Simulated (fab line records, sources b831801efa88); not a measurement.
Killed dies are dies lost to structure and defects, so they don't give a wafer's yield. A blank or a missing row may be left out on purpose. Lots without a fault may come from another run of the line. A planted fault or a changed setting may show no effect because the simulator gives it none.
A struck lot beside a sound one | flow sfq_line | 21 steps out of a route of 325
Sound: wafers L583.2, L583.3, L583.4. Struck: wafers L576.2, L576.3, L576.6. The cause comes at the end.
At each step with rows: each side's tool, then ch and its chambers, then its first start. Under that, the readings that differ: sound wafers | struck wafers | difference of the means | sigmas: that difference in standard deviations of wafers without a fault.
alike: readings whose means differ by less than 2 such deviations, and words and numbers that are the same on both sides. not compared: withheld readings, readings that some wafer has no value for, bounds like >300 that may hide the same value, and numbers for which the record gives no deviation and whose values overlap.
The two part at a step that has a row with sigmas, a row that says differs or no value, or rows on one side only. Numbers that don't overlap but have no deviation are shown without sigmas and don't part them. A reading that every wafer of one side lacks parts them only if that side has two wafers or more.

first, 3 steps without rows for these wafers: SFQ_TRILAYER_M2_LITHO_EXPOSE_058 (exposes mask M2, target cd 500 nm); SFQ_TRILAYER_M2_LITHO_PEB_060 (peb time 60 s); SFQ_TRILAYER_M2_LITHO_DEVELOP_059 (time 60 s).
SFQ_M2_OVL_MEAS_916:
  sound on overlay-01, day 44 10:17; struck on overlay-01, day 41 14:57
  alike: M2_OVL
then, 1 step without rows for these wafers: SFQ_TRILAYER_M2_BARC_OPEN_METAL_ETCH_077 (etches BARC in O2, target depth 125 nm, time 41.7 s).
SFQ_TRILAYER_M2_ETCH_METAL_ETCH_060: etches Nb in Cl2/Ar, stops on SiO2, target depth 240 nm, time 120 s.
  sound on rie_metal-01 ch 0,1, day 44 10:22; struck on rie_metal-04 ch 0, day 41 15:02
  reading                     | sound       | struck      | difference | sigmas
  drypump_motor_current_A (A) | 5.9 5.8 5.5 | 6.7 6.7 6.7 | +1.0       | +2
  alike: bias_w, oes_product_au
  not compared: rf_hours_counter_h
SFQ_TRILAYER_M2_STRIP_STRIP_061: strips in O2.
  sound on rie_metal-01 ch 0,1, day 44 10:29; struck on rie_metal-04 ch 0, day 41 15:10
  reading                     | sound       | struck      | difference | sigmas
  drypump_motor_current_A (A) | 5.8 5.9 5.5 | 6.7 6.7 6.7 | +1.0       | +2
  alike: oes_product_au
  not compared: rf_hours_counter_h
then, 1 step without rows for these wafers: SFQ_TRILAYER_M2_STRIP_SOLV_CLEAN_062 (cleans in NMP, time 600 s).
SFQ_TRILAYER_I2_DEP_PECVD_063: deposits SiO2 from SiH4/N2O, time 111.11 s, target thk 500 nm.
  sound on pecvd-02 ch 0,1,2, day 44 11:16; struck on pecvd-01 ch 0,1,2, day 41 15:56
  alike: heater_power_outer_w, heater_power_w, susceptor_temp_C, throttle_valve_pct
SFQ_TRILAYER_I2_CMP_CMP_064: polishes SiO2.
  sound on cmp-01 ch 0,1,3, day 44 11:20; struck on cmp-02 ch 0,2, day 41 16:40
  alike: motor_current_A, time_to_endpoint_s
SFQ_I2_BOW_MEAS_917:
  sound on film_metro-02, day 44 14:22; struck on film_metro-03, day 41 19:41
  alike: I2_BOW
then, 1 step without rows for these wafers: SFQ_TRILAYER_I2_METRO_MEASURE_065.
SFQ_TRILAYER_I2_VIA_LITHO_COAT_072: resist thk 62 nm.
  sound on litho_track-02 ch 0, day 44 15:43; struck on litho_track-02 ch 0, day 41 21:02
  reading                                                  | sound                | struck               | difference | sigmas
  spin_speed_rpm (rpm)                                     | 2997.4 2999.0 3000.9 | 3005.7 3002.8 3000.8 | +4.0       | +2
  model.BARC_of_TRILAYER_I2_VIA_LITHO_COAT_072.thk_nm (nm) | 62 62.05 62.09       | 56.98 57.2 57.28     | -4.89      |
then, 5 steps without rows for these wafers: SFQ_TRILAYER_I2_VIA_LITHO_COAT_067 (resist thk 650 nm); SFQ_TRILAYER_I2_VIA_LITHO_SOFTBAKE_071; SFQ_TRILAYER_I2_VIA_LITHO_EXPOSE_068 (exposes mask I2, target cd 500 nm); SFQ_TRILAYER_I2_VIA_LITHO_PEB_070 (peb time 60 s); SFQ_TRILAYER_I2_VIA_LITHO_DEVELOP_069 (time 60 s).
-- the record jumps here: 6 days lie between the struck wafers' starts before and after --
SFQ_I2_OVL_MEAS_918:
  sound on overlay-02, day 50 16:50; struck on overlay-01, day 48 03:24
  alike: I2_OVL
SFQ_TRILAYER_I2_VIA_BARC_OPEN_VIA_ETCH_096: etches BARC in O2, target depth 125 nm, time 41.7 s.
  sound on rie_diel-02 ch 0,1,3, day 50 16:52; struck on rie_diel-03 ch 1,2, day 48 03:26
  reading                  | sound             | struck            | difference | sigmas
  oes_product_au (a.u.)    | 0.684 0.679 0.683 | 0.660 0.665 0.662 | -0.020     | -4
  model.etch.depth_nm (nm) | 62 62.05 62.09    | 56.98 57.2 57.28  | -4.89      |
  alike: bias_w, drypump_motor_current_A
  not compared: rf_hours_counter_h
SFQ_TRILAYER_I2_VIA_ETCH_VIA_ETCH_070: etches SiO2 in CHF3, stops on Nb, target depth 260 nm.
  sound on rie_diel-02 ch 0,1,3, day 50 16:55; struck on rie_diel-03 ch 1,2, day 48 03:28
  alike: bias_w, drypump_motor_current_A, oes_product_au

WHERE THEY PART
First at SFQ_TRILAYER_M2_ETCH_METAL_ETCH_060; last, within this record, at SFQ_TRILAYER_I2_VIA_BARC_OPEN_VIA_ETCH_096. Later steps at which nothing parts them and some readings are alike: SFQ_TRILAYER_I2_VIA_ETCH_VIA_ETCH_070.

WHY: what the simulator had put in
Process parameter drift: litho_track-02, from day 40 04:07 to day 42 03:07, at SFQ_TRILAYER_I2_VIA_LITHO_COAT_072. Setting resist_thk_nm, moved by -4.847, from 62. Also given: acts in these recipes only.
